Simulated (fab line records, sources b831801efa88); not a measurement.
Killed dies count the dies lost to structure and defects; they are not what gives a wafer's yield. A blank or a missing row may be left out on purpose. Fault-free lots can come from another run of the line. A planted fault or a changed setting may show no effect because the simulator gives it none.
Matching of chambers + flow sky130 + cmp-01 running SKY_CONTACT_CMP_04: 4 sister chambers
The step polishes SiO2. 8 wafers are shown with their chamber, then 11 later ones without.

## EACH WAFER AND ITS CHAMBER
| wafer  | chamber | motor_current_A (A) | time_to_endpoint_s (s) |
|--------|---------|---------------------|------------------------|
| L299.5 | 3       | 13.1                | 82                     |
| L299.6 | 0       | 12.4                | 80                     |
| L300.3 | 3       | 12.4                | 79                     |
| L300.4 | 2       | 13.4                | 79                     |
| L303.2 | 1       | 12.5                | 82                     |
| L303.4 | 0       | 11.3                | 85                     |
| L303.6 | 1       | 12.2                | 89                     |
| L302.4 | 2       | 13.0                | 79                     |

## WAFERS WITH NO CHAMBER GIVEN
| wafer  | motor_current_A (A) | time_to_endpoint_s (s) |
|--------|---------------------|------------------------|
| L302.5 | 13.0                | 88                     |
| L302.6 | 12.7                | 85                     |
| L304.3 | 12.7                | 87                     |
| L304.4 | 12.3                | 90                     |
| L304.5 | 12.8                | 84                     |
| L305.4 | 12.4                | 86                     |
| L305.5 | 13.2                | 84                     |
| L305.6 | 13.1                | 84                     |
| L306.3 | 10.6                | 85                     |
| L306.4 | 11.8                | 81                     |
| L306.5 | 13.9                | 89                     |

## WHICH CHAMBER EACH ONE RAN IN
| wafer  | from the rows above               | in truth |
|--------|-----------------------------------|----------|
| L302.5 | can't be placed: 1 or 3 or 2 or 0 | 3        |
| L302.6 | can't be placed: 1 or 3 or 0 or 2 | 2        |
| L304.3 | can't be placed: 1 or 3 or 0 or 2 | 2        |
| L304.4 | can't be placed: 1 or 0 or 3      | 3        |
| L304.5 | can't be placed: 1 or 3 or 2 or 0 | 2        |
| L305.4 | can't be placed: 1 or 0 or 3      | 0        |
| L305.5 | can't be placed: 3 or 2 or 1 or 0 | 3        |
| L305.6 | can't be placed: 3 or 2 or 1 or 0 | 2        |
| L306.3 | can't be placed: 0 or 1 or 3      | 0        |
| L306.4 | can't be placed: 0 or 1 or 3      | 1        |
| L306.5 | can't be placed: 1 or 2 or 3 or 0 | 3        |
0 of 11 placed correctly. These rows do not allow placing 11 (true chamber among the candidates in 11). Placed wrongly: 0.
How it was worked out, from the rows above alone: a wafer's distance from a chamber is the root of the sum, over the readings, of the square of ((its reading less the chamber's mean) divided by the reading's scatter). If the next closest chamber is less than 2 further off than the closest, the wafer can't be placed; otherwise it belongs to the closest. Each chamber's mean is taken over the wafers shown for it. How the scatter is found: for the shown wafers, subtract from each reading the mean of its chamber, square and add these, divide the total by (wafers less chambers), then take the root.
